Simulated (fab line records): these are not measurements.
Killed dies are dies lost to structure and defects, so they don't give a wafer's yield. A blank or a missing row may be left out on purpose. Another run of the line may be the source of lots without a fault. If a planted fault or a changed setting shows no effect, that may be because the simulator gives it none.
Chamber matching ; flow sfqLine ; cmp-01 running SFQ_TRILAYER_I4_CMP_CMP_100: 4 sister chambers
The step polishes SiO2. 4 wafers are shown with their chamber, then 10 later ones without.

== WAFERS PAIRED WITH THEIR CHAMBERS ==
wafer;chamber;motorCurrentA (A)
L692.1;1;8.9
L692.6;3;10.7
L698.1;2;9.5
L698.5;0;9.6

== WAFERS WHOSE CHAMBER IS MISSING ==
wafer;motorCurrentA (A)
L698.6;11.1
L699.4;8.6
L699.1;9.6
L699.6;10.1
L700.1;10.2
L700.3;9.8
L700.5;9.4
L703.1;8.8
L703.3;9.5
L703.5;9.2

== CHAMBER TAKEN BY EACH ==
wafer;from the rows above;in truth
L698.6;3;3
L699.4;can't be placed: 1 or 2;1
L699.1;can't be placed: 0 or 2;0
L699.6;can't be placed: 0 or 2 or 3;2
L700.1;can't be placed: 3 or 0 or 2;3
L700.3;can't be placed: 0 or 2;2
L700.5;can't be placed: 2 or 0 or 1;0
L703.1;can't be placed: 1 or 2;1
L703.3;can't be placed: 2 or 0 or 1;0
L703.5;can't be placed: 1 or 2 or 0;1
Correctly placed: 1 of 10. From these rows, 9 cannot be placed; in 9 the true chamber is one of the candidates. Number placed wrongly: 0.
How it was worked out, from the rows above alone: a wafer's distance from a chamber is the root of the sum, over the readings, of the square of ((its reading less the chamber's mean) divided by the reading's scatter). If the next closest chamber is less than 2 further off than the closest, the wafer can't be placed; otherwise it belongs to the closest. A chamber's mean is the mean of its shown wafers. The scatter: root of mean squared gap, hidden wafer to nearest shown wafer, with one shown wafer a chamber.
